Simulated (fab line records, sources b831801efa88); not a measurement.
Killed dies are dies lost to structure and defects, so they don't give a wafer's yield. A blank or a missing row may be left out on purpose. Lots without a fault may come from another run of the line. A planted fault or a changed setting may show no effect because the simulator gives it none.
fab line records | flow sky130 | part 2 of 2: steps 25 to 32 of 32
record lots=5 wafers=15 last_day=50
route steps=708 shown VIA4@646 METAL5@661
lots that met no fault: from a run of the same line without faults
start_h: hours from the record's first day to the start of the lot's first wafer shown | wait_h: hours since the lot's step before | " the same as in the row above | L1.1+2: a row that stands for several wafers | - no value, or no start given | * or withheld: withheld | < > ~ a bound
route shown NAME@n: a module of which the file shows steps, and the number in the route of the first | usual: mean/standard deviation of fault-free wafers | same: alike in all rows | chamber/n: place in a boat | sites: the reading at each site | _std_site: their standard deviation | _edge_site: outer sites' mean less inner sites' | radius_mm: how far each site lies from the wafer's centre | mask NAME#n: copy n | behind: the tool/chamber that last shaped the wafer | hold: why the lot was held/for how many hours/how that ended | device: the transistor (n, p or np) that didn't switch | end of line: the same wafers' tests at the end of the route | a step without rows: its recipe alone | killed: dies lost to structure and defects at the first sort, not the wafer's yield | map: a wafer's dies, x killed, . not, _ none there
set.NAME: the setting as run; set.NAME@STEP: as run at that earlier step | model.NAME: the simulator's own value behind a step, which no gauge read
lots at some steps of the route; a table a step, a row a wafer
services: from which hour (start_h, from the record's first day; less than 0 if before it) a tool's chamber was out of use, for how many hours, and why
## steps
# step SKY_METAL5_COAT_09
# recipe resist=NOVOLAK spin_rpm=3000 resist_thk_nm=1800
# usual exhaust_pa=45.0/0.91
# columns lot.wafer tool chamber start_h wait_h exhaust_pa
L074.1 litho_track-03 0 1034.19 0.1 44.7
L074.2 " 0 " " 45.4
L074.6 " 0 " " 45.2
L086.2 litho_track-01 0 1095.41 0.1 44.5
L086.3 " 0 " " 46.3
L086.6 " 0 " " 46.3
L094.1 litho_track-03 0 1140.94 0.1 44.7
L094.3 " 0 " " 44.6
L094.4 " 0 " " 44.3
L096.1 litho_track-01 0 1154.48 0.1 45.6
L096.2 " 0 " " 43.6
L096.6 " 0 " " 44.2
L095.1 litho_track-03 0 1157.29 0.1 44.3
L095.3 " 0 " " 44.8
L095.6 " 0 " " 44.9
# step SKY_METAL5_SOFTBAKE_10
# recipe temp_c=90 time_s=60 resist=NOVOLAK
# usual exhaust_pa=45.1/0.82 heater_power_total_W=56.59/0.046 plate_temp_C=90.01/0.11
# columns lot.wafer tool chamber start_h wait_h exhaust_pa heater_power_total_W plate_temp_C
L074.1 litho_track-03 0 1034.34 0.1 44.5 56.61 90.09
L074.2 " 0 " " 44.1 56.62 90.10
L074.6 " 0 " " 45.0 56.61 90.05
L086.2 litho_track-01 0 1095.56 0.1 44.5 56.64 89.84
L086.3 " 0 " " 44.1 56.51 89.87
L086.6 " 0 " " 44.7 56.57 89.88
L094.1 litho_track-03 0 1141.09 0.1 45.8 56.60 89.91
L094.3 " 0 " " 44.9 56.66 89.92
L094.4 " 0 " " 45.7 56.60 89.82
L096.1 litho_track-01 0 1154.63 0.1 44.6 56.55 89.95
L096.2 " 0 " " 45.7 56.52 89.89
L096.6 " 0 " " 45.9 56.57 89.94
L095.1 litho_track-03 0 1157.44 0.1 45.9 56.62 89.92
L095.3 " 0 " " 46.5 56.58 90.00
L095.6 " 0 " " 46.2 56.58 90.17
# step SKY_METAL5_EXPOSE_11
# recipe mask_id=MM5 na=0.6 source_shape=conventional sigma_outer=0.6 polarization=unpolarized target_cd_nm=1600 dose_mj=190
# usual exposure_dose_mJ_cm2=189.97/0.2
# columns lot.wafer tool chamber start_h wait_h mask exposure_dose_mJ_cm2
L074.1 iline_stepper-01 0 - - MM5#0 190.21
L074.2 " 0 " " MM5#0 190.35
L074.6 " 0 " " MM5#0 189.97
L086.2 iline_stepper-02 0 - - MM5#0 189.80
L086.3 " 0 " " MM5#0 189.81
L086.6 " 0 " " MM5#0 189.93
L094.1 iline_stepper-02 0 - - MM5#0 189.93
L094.3 " 0 " " MM5#0 190.00
L094.4 " 0 " " MM5#0 189.86
L096.1 iline_stepper-01 0 - - MM5#0 189.84
L096.2 " 0 " " MM5#0 189.95
L096.6 " 0 " " MM5#0 189.77
L095.1 iline_stepper-01 0 - - MM5#0 189.78
L095.3 " 0 " " MM5#0 190.11
L095.6 " 0 " " MM5#0 189.88
# step SKY_METAL5_PEB_12
# recipe temp_c=withheld time_s=* resist=NOVOLAK
# usual exhaust_pa=45.2/0.79
# columns lot.wafer tool chamber start_h wait_h exhaust_pa
L074.1 litho_track-03 0 - - 46.3
L074.2 " 0 " " 46.6
L074.6 " 0 " " 46.2
L086.2 litho_track-03 0 - - 43.5
L086.3 " 0 " " 44.9
L086.6 " 0 " " 44.2
L094.1 litho_track-01 0 - - 44.4
L094.3 " 0 " " 44.8
L094.4 " 0 " " 44.6
L096.1 litho_track-04 0 - - 45.0
L096.2 " 0 " " 44.9
L096.6 " 0 " " 44.1
L095.1 litho_track-04 0 - - 46.7
L095.3 " 0 " " 44.5
L095.6 " 0 " " 45.1
# step SKY_METAL5_DEVELOP_13
# recipe resist=NOVOLAK developer=TMAH develop_time_s=60 dev_temp_c=23
# usual exhaust_pa=44.9/0.87
# same develop_time_s=60
# columns lot.wafer tool chamber start_h wait_h exhaust_pa
L074.1 litho_track-03 0 1045.44 0.1 43.3
L074.2 " 0 " " 42.6
L074.6 " 0 " " 43.0
L086.2 litho_track-03 0 1105.41 0.1 44.2
L086.3 " 0 " " 44.2
L086.6 " 0 " " 44.4
L094.1 litho_track-01 0 1149.83 0.1 46.5
L094.3 " 0 " " 45.5
L094.4 " 0 " " 44.7
L096.1 litho_track-04 0 1163.86 0.1 45.0
L096.2 " 0 " " 45.0
L096.6 " 0 " " 45.5
L095.1 litho_track-04 0 1165.66 0.1 44.4
L095.3 " 0 " " 44.5
L095.6 " 0 " " 44.2
# step SKY_METAL5_DESCUM_14
# recipe chemistry=O2 source_power_w=150 bias_power_w=0 pressure_mtorr=10 temp_c=40 time_s=11
# usual drypump_motor_current_A=5.6/0.52 oes_product_au=0.991/0.013
# columns lot.wafer tool chamber start_h wait_h drypump_motor_current_A oes_product_au rf_hours_counter_h
L074.1 rie_metal-04 1 1045.59 0.1 5.8 0.986 6
L074.2 " 1 " " 5.8 0.980 -
L074.6 " 1 " " 5.8 0.984 -
L086.2 rie_metal-02 0 1105.55 0.1 6.3 0.982 -
L086.3 " 0 " " 6.2 0.996 -
L086.6 " 0 " " 6.3 0.995 -
L094.1 rie_metal-04 0 1149.98 0.1 4.8 0.995 7
L094.3 " 1 " " 5.8 0.972 -
L094.4 " 0 " " 4.8 0.992 -
L096.1 rie_metal-02 1 1164.01 0.1 5.8 1.009 5
L096.2 " 0 " " 6.3 0.981 26
L096.6 " 0 " " 6.3 0.980 -
L095.1 rie_metal-04 1 1165.81 0.1 5.8 0.967 17
L095.3 " 0 " " 4.8 1.007 -
L095.6 " 0 " " 4.8 1.001 -
# step SKY_METAL5_METAL_ETCH_15
# recipe target_depth_a=12600 stop_on=SiO2 over_etch_frac=0.2 time_s=252 chemistry=Cl2/BCl3 resist_sidewall_deg=86 pressure_mtorr=10 icp_w=900 bias_w=48.5 Cl2_flow_sccm=60 bcl3_flow_sccm=30
# usual drypump_motor_current_A=5.6/0.52 mfc_cl2_sccm=60.02/0.18 oes_product_au=0.894/0.0049 throttle_valve_pct=22.263/0.0094
# columns lot.wafer tool chamber start_h wait_h drypump_motor_current_A mfc_cl2_sccm oes_product_au rf_hours_counter_h throttle_valve_pct
L074.1 rie_metal-04 1 1045.66 0.1 5.8 60.04 0.891 6 22.259
L074.2 " 1 " " 5.8 60.01 0.894 - 22.267
L074.6 " 1 " " 5.8 59.94 0.895 - 22.273
L086.2 rie_metal-02 0 1105.69 0.1 6.2 59.75 0.892 - 22.286
L086.3 " 0 " " 6.2 59.86 0.900 - 22.272
L086.6 " 0 " " 6.3 60.03 0.897 - 22.256
L094.1 rie_metal-04 0 1150.01 0.0 4.8 59.97 0.896 8 22.246
L094.3 " 1 " " 5.8 60.33 0.896 - 22.272
L094.4 " 0 " " 4.8 60.22 0.891 - 22.283
L096.1 rie_metal-02 1 1164.04 0.0 5.8 60.13 0.893 5 22.263
L096.2 " 0 " " 6.2 60.18 0.894 26 22.253
L096.6 " 0 " " 6.3 60.13 0.892 - 22.268
L095.1 rie_metal-04 1 1165.84 0.0 5.8 59.84 0.896 17 22.273
L095.3 " 0 " " 4.8 60.18 0.896 - 22.277
L095.6 " 0 " " 4.8 59.97 0.888 - 22.257
# step SKY_METAL5_STRIP_16
# recipe chemistry=O2/N2 power_w=1400 pressure_mtorr=1500 platen_temp_c=withheld o2_flow_sccm=3000 n2_flow_sccm=300 overash_fraction=0.5
# usual drypump_motor_current_A=5.5/0.54 n2_flow_sccm=300.1/0.89 oes_product_au=0.710/0.0045 strip_time_to_endpoint_s=13.17/0.19
# columns lot.wafer tool chamber start_h wait_h drypump_motor_current_A n2_flow_sccm oes_product_au rf_hours_counter_h strip_time_to_endpoint_s
L074.1 plasma_asher-02 0 1046.13 0.4 4.9 300.2 0.712 61 13.25
L074.2 " 1 " " 5.4 300.0 0.704 61 13.38
L074.6 " 1 " " 5.4 299.9 0.713 - 13.45
L086.2 plasma_asher-03 1 1106.08 0.3 6.3 300.3 0.706 98 13.21
L086.3 " 0 " " 4.9 299.7 0.714 - 13.18
L086.6 " 0 " " 4.9 298.0 0.713 - 13.23
L094.1 plasma_asher-02 1 1150.25 0.2 5.4 299.5 0.709 71 12.96
L094.3 " 1 " " 5.4 300.6 0.719 - 13.25
L094.4 " 0 " " 4.9 302.0 0.708 - 12.95
L096.1 plasma_asher-03 1 1164.28 0.2 6.3 300.4 0.712 103 12.99
L096.2 " 0 " " 4.9 300.7 0.708 103 13.15
L096.6 " 0 " " 4.9 299.8 0.704 - 13.24
L095.1 plasma_asher-02 1 1166.08 0.2 5.4 299.0 0.708 73 13.33
L095.3 " 1 " " 5.4 300.2 0.713 - 13.12
L095.6 " 1 " " 5.4 300.7 0.706 - 12.97
## services
# columns tool chamber start_h hours kind
iline_stepper-02 - 1000.89 20.7 repair
plasma_asher-01 - 1020.89 3.7 repair
iline_stepper-01 - 1024.10 0.6 repair
iline_stepper-01 - 1041.79 1.7 pm
cvd_w-02 - 1047.36 6.0 pm
cvd_w-01 1 1050.51 25.0 repair
plasma_asher-04 - 1055.25 9.0 pm
cvd_w-01 0 1057.19 2.5 repair
pvd_sputter-04 - 1062.22 9.8 repair
rie_diel-02 - 1063.48 0.1 repair
cvd_w-01 - 1064.48 2.8 pm
rie_diel-03 3 1066.60 3.8 repair
iline_stepper-01 - 1066.67 2.3 repair
cmp-02 - 1084.00 4.0 pm
rie_diel-03 - 1084.24 2.8 pm
cmp-01 - 1106.46 5.6 pm
rie_diel-02 - 1107.18 1.5 repair
rie_diel-02 - 1137.40 0.1 repair
pvd_sputter-03 - 1137.51 1.7 repair
cvd_w-02 - 1140.37 0.5 repair
iline_stepper-02 - 1144.44 2.1 pm
cvd_w-01 0 1151.82 11.3 repair
cvd_w-01 1 1154.88 9.5 repair
pvd_sputter-01 - 1155.37 4.7 repair
